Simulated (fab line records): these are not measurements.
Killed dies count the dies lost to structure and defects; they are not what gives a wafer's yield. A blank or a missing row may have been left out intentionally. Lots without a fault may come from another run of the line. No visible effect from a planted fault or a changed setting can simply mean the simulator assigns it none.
fab line records	flow gf180mcu
record lots=13	wafers=39	last_day=34
route steps=602 shown STI@23 MVSD@74 VT_IMPLANT@135
lots untouched by any fault: they come from a run of this same line in which no faults occurred
start_h: hours from the record's opening day to when the first of the lot's shown wafers began	wait_h: hours elapsed since this lot's preceding step	" as in the row above	L1.1+2: one row covering several wafers at once	- no value, or no start given	* or withheld: withheld	< > ~ a bound
route shown NAME@n: names a module that has steps shown in the file, with the first one's number in the route	usual: mean/standard deviation of fault-free wafers	same: alike in all rows	chamber/n: place in a boat	sites: the reading at each site	_std_site: the standard deviation of these	_edge_site: outer sites' mean less inner sites'	radius_mm: how far each site lies from the wafer's centre	mask NAME#n: copy n	behind: the most recent tool/chamber to have shaped the wafer	hold: reason for holding the lot/hours on hold/outcome of the hold	device: the n, p or np transistor that did not switch	end of line: the route-end tests of the same wafers	step lacking rows: just its recipe	killed: the dies lost at the first sort to structure and to defects; this is not the yield of the wafer	map: per-die view of a wafer (x killed, . not killed, _ where there is no die)
set.NAME: setting as actually run; set.NAME@STEP: the setting as run at that earlier step	model.NAME: the simulator's own value behind a step, which no gauge read
a sample of lots followed through the steps of the route, with each step as a table and each wafer as a row
services: the hour from which a tool's chamber was out of use, counted from the record's first day as start_h (under 0 if before that day), plus the number of hours and why
## steps
# step GF_STI_THK_MEAS_22
# recipe reads=SiO2_of_STI_OXIDATION_21
# usual STI_OXIDATION_01_THK=15.04/0.29
lot.wafer	tool	chamber	start_h	wait_h	STI_OXIDATION_01_THK[nm]
L562.1	film_metro-01	-	32.24	0.0	14.78
L562.4	"	-	"	"	14.67
L562.6	"	-	"	"	14.81
L564.3	film_metro-04	-	42.55	0.0	15.12
L564.4	"	-	"	"	14.90
L564.5	"	-	"	"	15.31
L566.4	film_metro-01	-	52.71	0.0	15.10
L566.5	"	-	"	"	14.96
L566.6	"	-	"	"	14.90
L567.1	film_metro-04	-	58.84	0.0	15.07
L567.5	"	-	"	"	14.77
L567.6	"	-	"	"	15.05
L568.3	film_metro-02	-	62.82	0.0	15.32
L568.4	"	-	"	"	15.05
L568.5	"	-	"	"	15.47
L569.2	film_metro-01	-	68.71	0.0	14.70
L569.3	"	-	"	"	14.72
L569.4	"	-	"	"	14.74
L570.1	film_metro-02	-	78.19	0.0	15.18
L570.3	"	-	"	"	15.39
L570.4	"	-	"	"	15.29
L571.2	film_metro-01	-	84.62	0.0	15.49
L571.4	"	-	"	"	15.23
L571.5	"	-	"	"	15.42
L572.1	film_metro-01	-	87.18	0.0	15.25
L572.3	"	-	"	"	15.30
L572.4	"	-	"	"	15.36
L580.1	film_metro-04	-	124.62	0.0	15.08
L580.2	"	-	"	"	15.24
L580.4	"	-	"	"	14.91
L582.1	film_metro-02	-	135.71	0.0	15.37
L582.2	"	-	"	"	15.12
L582.3	"	-	"	"	15.19
L583.2	film_metro-01	-	139.81	0.0	14.95
L583.4	"	-	"	"	15.02
L583.6	"	-	"	"	14.84
L584.2	film_metro-02	-	146.61	0.0	15.34
L584.4	"	-	"	"	14.99
L584.5	"	-	"	"	15.21
# step GF_STI_THK_MEAS_24
# recipe reads=SiO2_of_STI_CVD_23
# usual STI_CVD_23_THK=653/8.4
lot.wafer	tool	chamber	start_h	wait_h	STI_CVD_23_THK[nm]
L562.1	film_metro-04	-	32.38	0.0	663
L562.4	"	-	"	"	667
L562.6	"	-	"	"	658
L564.3	film_metro-04	-	42.69	0.1	665
L564.4	"	-	"	"	670
L564.5	"	-	"	"	662
L566.4	film_metro-02	-	52.85	0.0	658
L566.5	"	-	"	"	656
L566.6	"	-	"	"	650
L567.1	film_metro-01	-	58.98	0.0	651
L567.5	"	-	"	"	660
L567.6	"	-	"	"	652
L568.3	film_metro-04	-	62.96	0.1	663
L568.4	"	-	"	"	648
L568.5	"	-	"	"	668
L569.2	film_metro-02	-	68.85	0.0	646
L569.3	"	-	"	"	651
L569.4	"	-	"	"	655
L570.1	film_metro-04	-	78.33	0.0	666
L570.3	"	-	"	"	651
L570.4	"	-	"	"	655
L571.2	film_metro-02	-	84.76	0.0	666
L571.4	"	-	"	"	662
L571.5	"	-	"	"	653
L572.1	film_metro-02	-	87.32	0.0	662
L572.3	"	-	"	"	660
L572.4	"	-	"	"	657
L580.1	film_metro-01	-	124.76	0.0	654
L580.2	"	-	"	"	656
L580.4	"	-	"	"	664
L582.1	film_metro-01	-	135.85	0.0	648
L582.2	"	-	"	"	632
L582.3	"	-	"	"	644
L583.2	film_metro-02	-	139.95	0.0	640
L583.4	"	-	"	"	637
L583.6	"	-	"	"	650
L584.2	film_metro-01	-	146.75	0.0	646
L584.4	"	-	"	"	640
L584.5	"	-	"	"	633
# step GF_MVSD_IMPLANT_08
# recipe species=P	energy_kev=400	dose_cm2=1.6e+13	tilt_deg=0
# usual dose_ions_cm2=1.6001e+13/1.8e+10	faraday_current_uA=90.2/1.8	tilt_deg=0.003/0.022
lot.wafer	tool	chamber	start_h	wait_h	dose_ions_cm2	faraday_current_uA	tilt_deg
L562.1	implanter-01	0	88.49	0.0	1.6008e+13	88.5	0.049
L562.4	"	0	"	"	1.5994e+13	93.2	0.022
L562.6	"	0	"	"	1.6019e+13	87.7	0.019
L564.3	implanter-04	0	99.01	0.1	1.6015e+13	89.2	-0.013
L564.4	"	0	"	"	1.5968e+13	94.4	-0.009
L564.5	"	0	"	"	1.5996e+13	89.6	-0.014
L566.4	implanter-04	0	109.08	0.1	1.5973e+13	91.6	-0.028
L566.5	"	0	"	"	1.5984e+13	88.1	0.032
L566.6	"	0	"	"	1.5999e+13	89.3	0.020
L567.1	implanter-04	0	116.06	0.0	1.6008e+13	90.2	0.002
L567.5	"	0	"	"	1.5999e+13	92.5	0.006
L567.6	"	0	"	"	1.5997e+13	88.8	-0.017
L568.3	implanter-04	0	120.71	0.1	1.5991e+13	92.3	0.019
L568.4	"	0	"	"	1.6013e+13	90.7	-0.003
L568.5	"	0	"	"	1.6024e+13	87.0	0.006
L569.2	implanter-04	0	128.01	0.0	1.6009e+13	88.1	0.012
L569.3	"	0	"	"	1.5992e+13	87.7	0.005
L569.4	"	0	"	"	1.5982e+13	89.8	-0.011
L570.1	implanter-04	0	137.56	0.0	1.3247e+13	75.9	0.011
L570.3	"	0	"	"	1.3257e+13	76.4	0.017
L570.4	"	0	"	"	1.3227e+13	74.6	-0.026
L571.2	implanter-02	0	148.21	0.0	1.5998e+13	88.6	0.019
L571.4	"	0	"	"	1.6001e+13	89.9	0.010
L571.5	"	0	"	"	1.6025e+13	87.1	0.001
L572.1	implanter-04	0	150.36	0.0	1.3276e+13	74.0	-0.025
L572.3	"	0	"	"	1.3257e+13	73.9	-0.049
L572.4	"	0	"	"	1.3244e+13	75.1	0.000
L580.1	implanter-01	0	192.56	0.0	1.5976e+13	87.2	-0.034
L580.2	"	0	"	"	1.6002e+13	93.5	-0.007
L580.4	"	0	"	"	1.6009e+13	89.6	-0.010
L582.1	implanter-01	0	203.89	0.0	1.5997e+13	88.1	0.011
L582.2	"	0	"	"	1.6e+13	90.3	0.001
L582.3	"	0	"	"	1.6009e+13	89.9	0.017
L583.2	implanter-02	0	207.18	0.0	1.5993e+13	92.3	0.023
L583.4	"	0	"	"	1.5992e+13	92.5	-0.020
L583.6	"	0	"	"	1.5978e+13	88.0	0.014
L584.2	implanter-04	0	217.39	0.0	1.6031e+13	91.4	-0.010
L584.4	"	0	"	"	1.6009e+13	91.6	-0.036
L584.5	"	0	"	"	1.602e+13	94.9	-0.023
# step GF_MVSD_TW_MEAS_11
# usual MVSD_TW=1583/15
lot.wafer	tool	chamber	start_h	wait_h	MVSD_TW
L562.1	film_metro-03	-	88.89	0.1	1597
L562.4	"	-	"	"	1595
L562.6	"	-	"	"	1594
L564.3	film_metro-03	-	99.38	0.1	1584
L564.4	"	-	"	"	1593
L564.5	"	-	"	"	1586
L566.4	film_metro-03	-	109.44	0.1	1597
L566.5	"	-	"	"	1594
L566.6	"	-	"	"	1598
L567.1	film_metro-03	-	116.46	0.1	1603
L567.5	"	-	"	"	1589
L567.6	"	-	"	"	1599
L568.3	film_metro-03	-	121.08	0.1	1582
L568.4	"	-	"	"	1594
L568.5	"	-	"	"	1586
L569.2	film_metro-02	-	128.40	0.1	1564
L569.3	"	-	"	"	1568
L569.4	"	-	"	"	1560
L570.1	film_metro-03	-	137.96	0.1	1512
L570.3	"	-	"	"	1515
L570.4	"	-	"	"	1503
L571.2	film_metro-02	-	148.60	0.1	1562
L571.4	"	-	"	"	1566
L571.5	"	-	"	"	1558
L572.1	film_metro-01	-	150.76	0.1	1517
L572.3	"	-	"	"	1524
L572.4	"	-	"	"	1524
L580.1	film_metro-03	-	192.96	0.1	1576
L580.2	"	-	"	"	1586
L580.4	"	-	"	"	1583
L582.1	film_metro-02	-	204.29	0.1	1571
L582.2	"	-	"	"	1563
L582.3	"	-	"	"	1570
L583.2	film_metro-03	-	207.57	0.1	1586
L583.4	"	-	"	"	1575
L583.6	"	-	"	"	1581
L584.2	film_metro-01	-	217.77	0.1	1607
L584.4	"	-	"	"	1603
L584.5	"	-	"	"	1602
# step GF_VT_IMPLANT_RTA_45
# recipe temp_c=1050	time_s=30	ambient=N2
# usual lamp_power_pct=35/3.6	wafer_temp_C_max=1056.4/2.3
lot.wafer	tool	chamber	start_h	wait_h	lamp_power_pct	wafer_temp_C_max
L562.1	rtp_anneal-02	0	163.65	0.0	38	1053.2
L562.4	"	0	"	"	38	1055.0
L562.6	"	0	"	"	38	1054.3
L564.3	rtp_anneal-02	0	175.69	0.0	38	1056.3
L564.4	"	0	"	"	38	1054.8
L564.5	"	0	"	"	38	1054.0
L566.4	rtp_anneal-02	0	188.45	0.1	38	1054.3
L566.5	"	0	"	"	38	1055.4
L566.6	"	0	"	"	38	1055.3
L567.1	rtp_anneal-01	0	196.87	0.0	31	1061.0
L567.5	"	0	"	"	31	1057.2
L567.6	"	0	"	"	31	1061.3
L568.3	rtp_anneal-02	0	202.89	0.0	38	1054.0
L568.4	"	0	"	"	38	1055.3
L568.5	"	0	"	"	38	1055.2
L569.2	rtp_anneal-01	0	210.43	0.0	31	1057.8
L569.3	"	0	"	"	31	1058.4
L569.4	"	0	"	"	31	1059.0
L570.1	rtp_anneal-01	0	221.30	0.0	31	1060.4
L570.3	"	0	"	"	31	1057.6
L570.4	"	0	"	"	31	1059.7
L571.2	rtp_anneal-02	0	234.41	0.0	38	1055.8
L571.4	"	0	"	"	38	1054.8
L571.5	"	0	"	"	38	1056.2
L572.1	rtp_anneal-02	0	237.87	0.0	38	1056.1
L572.3	"	0	"	"	38	1053.8
L572.4	"	0	"	"	38	1055.6
L580.1	rtp_anneal-01	0	285.66	0.0	31	1056.0
L580.2	"	0	"	"	31	1063.6
L580.4	"	0	"	"	31	1059.3
L582.1	rtp_anneal-01	0	297.71	0.0	31	1060.1
L582.2	"	0	"	"	31	1064.0
L582.3	"	0	"	"	31	1058.1
L583.2	rtp_anneal-01	0	302.58	0.0	31	1058.1
L583.4	"	0	"	"	31	1061.3
L583.6	"	0	"	"	31	1056.5
L584.2	rtp_anneal-02	0	315.16	0.0	38	1055.2
L584.4	"	0	"	"	38	1054.7
L584.5	"	0	"	"	38	1056.6
# step GF_VT_IMPLANT_RS_MEAS_46
# recipe thk_meas_gauge=four-point-probe
# usual MVSD_RS=455.9/1
lot.wafer	tool	chamber	start_h	wait_h	MVSD_RS[ohm/sq]
L562.1	film_metro-01	-	163.75	0.1	456.3
L562.4	"	-	"	"	456.3
L562.6	"	-	"	"	456.2
L564.3	film_metro-01	-	175.80	0.1	454.1
L564.4	"	-	"	"	455.1
L564.5	"	-	"	"	456.5
L566.4	film_metro-01	-	188.56	0.1	456.2
L566.5	"	-	"	"	453.4
L566.6	"	-	"	"	455.2
L567.1	film_metro-01	-	196.97	0.1	454.5
L567.5	"	-	"	"	455.0
L567.6	"	-	"	"	454.8
L568.3	film_metro-02	-	202.99	0.1	455.6
L568.4	"	-	"	"	454.0
L568.5	"	-	"	"	454.9
L569.2	film_metro-02	-	210.54	0.1	454.5
L569.3	"	-	"	"	454.3
L569.4	"	-	"	"	455.3
L570.1	film_metro-01	-	221.40	0.1	502.6
L570.3	"	-	"	"	503.3
L570.4	"	-	"	"	501.3
L571.2	film_metro-02	-	234.52	0.1	455.6
L571.4	"	-	"	"	456.2
L571.5	"	-	"	"	456.0
L572.1	film_metro-01	-	237.97	0.1	499.8
L572.3	"	-	"	"	500.3
L572.4	"	-	"	"	500.0
L580.1	film_metro-02	-	285.76	0.1	457.4
L580.2	"	-	"	"	454.7
L580.4	"	-	"	"	456.5
L582.1	film_metro-01	-	297.81	0.1	455.6
L582.2	"	-	"	"	456.8
L582.3	"	-	"	"	455.9
L583.2	film_metro-03	-	302.68	0.1	457.7
L583.4	"	-	"	"	456.1
L583.6	"	-	"	"	457.0
L584.2	film_metro-03	-	315.35	0.2	456.6
L584.4	"	-	"	"	456.9
L584.5	"	-	"	"	457.1
## services
tool	chamber	start_h	hours	kind
implanter-02	-	68.73	4.5	repair
implanter-01	-	95.18	3.3	pm
implanter-01	-	107.44	3.0	repair
implanter-02	-	111.62	7.6	repair
implanter-02	-	168.68	1.9	repair
implanter-04	-	169.30	2.8	repair
implanter-02	-	191.54	3.2	repair
rtp_anneal-02	-	209.81	6.5	pm
implanter-04	-	224.64	6.2	repair
implanter-04	-	242.69	0.6	repair
implanter-02	-	259.16	1.4	repair
implanter-02	-	307.24	2.1	pm
## key
first_sign step=GF_MVSD_IMPLANT_08	reading=dose_ions_cm2	direction=down	sigmas=99+	usual=1.6001e+13	struck=1.3251e+13
effect step=GF_MVSD_IMPLANT_08	reading=faraday_current_uA	direction=down	sigmas=8.3	usual=90.2	struck=75.0
effect step=GF_MVSD_TW_MEAS_11	reading=MVSD_TW	direction=down	sigmas=4.4	usual=1583	struck=1516
effect step=GF_VT_IMPLANT_RS_MEAS_46	reading=MVSD_RS	direction=up	sigmas=43	usual=455.9	struck=501.2
met_at GF_MVSD_IMPLANT_08
struck_lots L570,L572
tester_left_out L570,L572
not_acting_at GF_STI_THK_MEAS_22,GF_STI_THK_MEAS_24,GF_VT_IMPLANT_RTA_45
onset_between 128.01 137.56
fault kind=process_parameter_drift	tool=implanter-04	chamber=-	onset_h=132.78	steps=GF_MVSD_IMPLANT_08	channel=dose_cm2	offset=-2.7566e+12	shape=step	end_h=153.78	acts_in=these_recipes_only	stated=1.6e+13
# tester_left_out: of these lots the tester's yield and bins aren't shown, on N5 and GAA mostly nor the transistor test; their killed dies are dies lost to structure and defects alone, not to doping, threshold or leakage, so they don't give the yield
